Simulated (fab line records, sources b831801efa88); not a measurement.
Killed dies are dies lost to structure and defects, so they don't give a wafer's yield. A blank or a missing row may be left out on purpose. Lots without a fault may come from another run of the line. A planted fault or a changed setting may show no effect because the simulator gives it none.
A struck lot beside a sound one | flow sky130 | 32 steps out of a route of 708
Sound: wafers L427.2, L427.4, L427.6. Struck: wafer L438.3. (L438.2, L438.6 of the same lot were not struck and are left out.) The cause comes at the end.
At each step with rows: each side's tool, then ch and its chambers, then its first start. Under that, the readings that differ: sound wafers | struck wafers | difference of the means | sigmas: that difference in standard deviations of wafers without a fault.
alike: readings whose means differ by less than 2 such deviations, and words and numbers that are the same on both sides. not compared: withheld readings, readings that some wafer has no value for, bounds like >300 that may hide the same value, and numbers for which the record gives no deviation and whose values overlap.
The two part at a step that has a row with sigmas, a row that says differs or no value, or rows on one side only. Numbers that don't overlap but have no deviation are shown without sigmas and don't part them. A reading that every wafer of one side lacks parts them only if that side has two wafers or more.

SKY_CAP2M_THK_MEAS_01:
  sound on film_metro-02, day 41 15:35; struck on film_metro-02, day 44 11:56
  reading               | sound             | struck | difference | sigmas
  CAP2M_CVD_00_THK (nm) | 15.37 15.72 15.75 | 15.18  | -0.43      | -2
SKY_CAP2M_SPUTTER_02: material TiN, target thk 200 nm, time 166.7 s.
  sound on pvd_sputter-03, day 41 15:38; struck on pvd_sputter-03, day 44 11:59
  alike: chamber_pressure_pa, throttle_valve_pct
SKY_CAP2M_RS_MEAS_03: measures by four-point-probe.
  sound on film_metro-01, day 41 15:46; struck on film_metro-03, day 44 12:07
  alike: CAP2M_TIN_RS
SKY_CAP2M_THK_MEAS_04: measures by xrf.
  sound on film_metro-01, day 41 15:52; struck on film_metro-03, day 44 12:14
  alike: CAP2M_TIN_THK
then, 7 steps without rows for these wafers: SKY_CAP2M_DEHYDRATE_05 (time 60 s); SKY_CAP2M_HMDS_06 (prime time 60 s); SKY_CAP2M_COAT_07 (resist thk 1140 nm); SKY_CAP2M_SOFTBAKE_08 (time 60 s); SKY_CAP2M_EXPOSE_09 (exposes mask CAP2M, target cd 1000 nm); SKY_CAP2M_PEB_10; SKY_CAP2M_DEVELOP_11 (develop time 60 s).
SKY_CAP2M_OVL_MEAS_12:
  sound on overlay-01, day 42 13:59; struck on overlay-01, day 45 08:39
  alike: CAP2M_OVL
SKY_CAP2M_METAL_ETCH_13: etches TiN in Cl2/BCl3, stops on SiO2, target depth 220 nm, time 62.9 s.
  sound on rie_metal-01 ch 0, day 42 14:01; struck on rie_metal-02 ch 0, day 45 08:41
  reading                                    | sound             | struck | difference | sigmas
  drypump_motor_current_A (A)                | 5.18 5.20 5.19    | 5.79   | +0.60      | +3
  model.NOVOLAK_of_CAP2M_COAT_07.thk_nm (nm) | 989.9 989.6 990.8 | 945.2  | -44.9      |
  model.SiO2_of_CAP2M_CVD_00.thk_nm (nm)     | 15.36 15.7 15.79  | 8.105  | -7.512     |
  model.CAP2M.feature_depth_nm (nm)          | 198.6 198 199     | 207.2  | +8.7       |
  alike: chamber_pressure_mTorr, oes_product_au, throttle_valve_pct
  not compared: rf_hours_counter_h
SKY_CAP2M_STRIP_14: strips in O2/N2.
  sound on plasma_asher-03 ch 0, day 42 14:06; struck on plasma_asher-02 ch 0, day 45 08:45
  reading                      | sound             | struck | difference | sigmas
  drypump_motor_current_A (A)  | 6.2 6.2 6.2       | 5.3    | -0.9       | -2
  strip_time_to_endpoint_s (s) | 12.61 12.60 12.63 | 12.10  | -0.51      | -11
  alike: chamber_pressure_mTorr, oes_product_au
  not compared: rf_hours_counter_h
then, 11 steps without rows for these wafers: SKY_CAP2M_STRIP_15 (strips in post etch residue remover, time 1200 s); SKY_CAP2M_CLEAN_16 (cleans in IPA, time 180 s); SKY_CAP2M_CLEAN_17 (cleans in O3/DIW); SKY_METAL4_DEHYDRATE_05 (time 60 s); SKY_METAL4_HMDS_06 (prime time 60 s); SKY_METAL4_COAT_07 (resist thk 60 nm); SKY_METAL4_COAT_08 (resist thk 1140 nm); SKY_METAL4_SOFTBAKE_09 (time 90 s); SKY_METAL4_EXPOSE_10 (exposes mask MM4, target cd 300 nm); SKY_METAL4_PEB_11; SKY_METAL4_DEVELOP_12 (develop time 60 s).
SKY_METAL4_CD_MEAS_13: target cd 300 nm.
  sound on cd_sem-01, day 43 13:21; struck on cd_sem-02, day 46 06:58
  reading    | sound             | struck | difference | sigmas
  cd_nm (nm) | 297.2 297.1 296.9 | 300.5  | +3.4       | +2
SKY_METAL4_OVL_MEAS_14:
  sound on overlay-01, day 43 13:27; struck on overlay-02, day 46 07:04
  alike: METAL4_OVL
SKY_METAL4_DESCUM_15: chemistry O2, time 8 s.
  sound on rie_metal-02 ch 1, day 43 13:29; struck on rie_metal-04 ch 0, day 46 07:05
  alike: chamber_pressure_mTorr, drypump_motor_current_A, oes_product_au
  not compared: rf_hours_counter_h
SKY_METAL4_ETCH_16: etches BARC in N2/H2, stops on SiO2, time 88.2 s, target depth 60 nm.
  sound on rie_metal-02 ch 1, day 43 13:31; struck on rie_metal-04 ch 0, day 46 07:07
  alike: chamber_pressure_mTorr, drypump_motor_current_A, h2_flow_sccm, oes_product_au, throttle_valve_pct
  not compared: rf_hours_counter_h
SKY_METAL4_ETCH_17: etches SiO2 in C4F8/O2/Ar, stops on TiN, time 3.9 s, target depth 15 nm.
  sound on rie_diel-02 ch 0,1, day 43 13:37; struck on rie_diel-03 ch 2, day 46 07:13
  reading                        | sound             | struck | difference | sigmas
  chamber_pressure_mTorr (mTorr) | 40.03 40.01 40.08 | 39.96  | -0.08      | -2
  oes_product_au (a.u.)          | 0.751 0.759 0.756 | 0.572  | -0.183     | -28
  model.etch.depth_nm (nm)       | 15.36 15.7 15.79  | 8.105  | -7.512     |
  not compared: rf_hours_counter_h
SKY_METAL4_METAL_ETCH_18: etches the open film in Cl2/BCl3, stops on SiO2, target depth 845 nm, time 183.1 s.
  sound on rie_metal-04 ch 1, day 43 13:41; struck on rie_metal-03 ch 1, day 46 07:14
  reading                     | sound          | struck | difference | sigmas
  drypump_motor_current_A (A) | 5.50 5.51 5.50 | 5.73   | +0.23      | +2
  alike: chamber_pressure_mTorr, oes_product_au, throttle_valve_pct
  not compared: rf_hours_counter_h
-- the record jumps here: 3 days lie between the struck wafers' starts before and after (it left off in module METAL4 and takes up again in module PAD_OPEN, whose first step shown is number 708 of the route) --
SKY_PAD_OPEN_PROBE_99:
  sound on prober-01, day 47 08:39; struck on prober-02, day 49 15:49
  reading                               | sound                | struck | difference | sigmas
  sort_bin_6_memory (%)                 | 6.3 5.5 5.3          | 7.9    | +2.2       | +2
  model.etest.cap_mim2.bv_v (V)         | 13.67 14.08 14.23    | 11.49  | -2.50      |
  model.etest.cap_mim2.leak_log10_a_cm2 | -9.042 -8.969 -8.984 | -8.027 | +0.971     |
  alike: defect_limited_yield, killed_at_M0_to_M3, killed_at_M4_up, killed_at_contacts, killed_at_front_end, killed_at_other, killed_dies, killed_open, killed_short, sort_bin_3_pad_short, sort_bin_5_function, sort_n_pass, sort_yield_pct

WHERE THEY PART
First at SKY_CAP2M_THK_MEAS_01; last, within this record, at SKY_PAD_OPEN_PROBE_99.

WHY: what the simulator had put in
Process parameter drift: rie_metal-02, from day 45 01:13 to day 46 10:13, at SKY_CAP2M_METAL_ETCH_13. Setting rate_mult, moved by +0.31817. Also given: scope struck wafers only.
